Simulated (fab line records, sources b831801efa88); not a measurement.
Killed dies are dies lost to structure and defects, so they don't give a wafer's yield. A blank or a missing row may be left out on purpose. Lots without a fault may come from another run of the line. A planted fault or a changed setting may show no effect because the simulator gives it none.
A struck lot beside a sound one | flow gf180mcu | 15 steps out of a route of 602
Sound: wafers L939.3, L939.4, L939.6. Struck: wafers L931.2, L931.3, L931.5. The cause comes at the end.
At each step with rows: each side's tool, then ch and its chambers, then its first start. Under that, the readings that differ: sound wafers | struck wafers | difference of the means | sigmas: that difference in standard deviations of wafers without a fault.
alike: readings whose means differ by less than 2 such deviations, and words and numbers that are the same on both sides. not compared: withheld readings, readings that some wafer has no value for, bounds like >300 that may hide the same value, and numbers for which the record gives no deviation and whose values overlap.
The two part at a step that has a row with sigmas, a row that says differs or no value, or rows on one side only. Numbers that don't overlap but have no deviation are shown without sigmas and don't part them. A reading that every wafer of one side lacks parts them only if that side has two wafers or more.

first, 2 steps without rows for these wafers: GF_M1_PEB_12 (peb time 90 s); GF_M1_DEVELOP_13 (develop time 60 s).
GF_M1_CD_MEAS_14: target cd 230 nm.
  sound on cd_sem-02, day 23 02:44; struck on cd_sem-01, day 20 06:43
  alike: cd_nm
GF_M1_OVL_MEAS_15:
  sound on overlay-01, day 23 02:50; struck on overlay-01, day 20 06:49
  alike: M1_OVL
GF_M1_METAL_ETCH_16: etches the open film in Cl2/BCl3, stops on SiO2, target depth 750.8 nm, time 125.1 s.
  sound on rie_metal-03 ch 0,1, day 23 02:54; struck on rie_metal-01 ch 0,1, day 20 06:51
  reading                      | sound          | struck         | difference | sigmas
  he_backside_leak_sccm (sccm) | 3.10 2.91 2.84 | 3.49 3.54 3.42 | +0.53      | +2
  alike: drypump_motor_current_A, oes_product_au, throttle_valve_pct
  not compared: rf_hours_counter_h
GF_M1_STRIP_17: strips in O2/N2.
  sound on plasma_asher-04 ch 0,1, day 23 03:01; struck on plasma_asher-04 ch 0,1, day 20 06:59
  alike: drypump_motor_current_A, heater_power_w, oes_product_au, strip_time_to_endpoint_s
  not compared: rf_hours_counter_h
then, 3 steps without rows for these wafers: GF_M1_STRIP_18 (strips in post etch residue remover, time 1200 s); GF_M1_CLEAN_19 (cleans in DIW); GF_V1_CVD_00 (deposits SiO2, target thk 600 nm, time 100 s).
GF_V1_THK_MEAS_01:
  sound on film_metro-02, day 23 03:37; struck on film_metro-02, day 20 07:36
  alike: V1_CVD_00_THK
GF_V1_CVD_02: deposits SiO2 from TEOS, target thk 850 nm, time 94.851 s.
  sound on pecvd-04 ch 0,2, day 23 03:39; struck on pecvd-02 ch 0,2, day 20 07:39
  reading            | sound       | struck       | difference | sigmas
  heater_power_w (W) | 503 523 559 | 1031 676 838 | +320       | +2
GF_V1_THK_MEAS_03:
  sound on film_metro-04, day 23 03:44; struck on film_metro-01, day 20 07:44
  alike: V1_CVD_02_THK
GF_V1_CMP_04: polishes SiO2.
  sound on cmp-02 ch 0,2,3, day 23 03:50; struck on cmp-01 ch 1,2, day 20 07:47
  reading          | sound             | struck            | difference | sigmas
  platen_rpm (rpm) | 60.04 59.98 59.93 | 54.03 53.96 53.98 | -5.99      | -99 or more
  alike: motor_current_A, slurry_flow_ml_min, time_to_endpoint_s
GF_V1_BOW_MEAS_05:
  sound on film_metro-01, day 23 04:07; struck on film_metro-02, day 20 08:06
  alike: V1_BOW
then, 1 step without rows for these wafers: GF_PASSIVATION_PROBE_99.

WHERE THEY PART
First at GF_M1_METAL_ETCH_16; last, within this record, at GF_V1_CMP_04. Later steps at which nothing parts them and some readings are alike: GF_V1_BOW_MEAS_05.

WHY: what the simulator had put in
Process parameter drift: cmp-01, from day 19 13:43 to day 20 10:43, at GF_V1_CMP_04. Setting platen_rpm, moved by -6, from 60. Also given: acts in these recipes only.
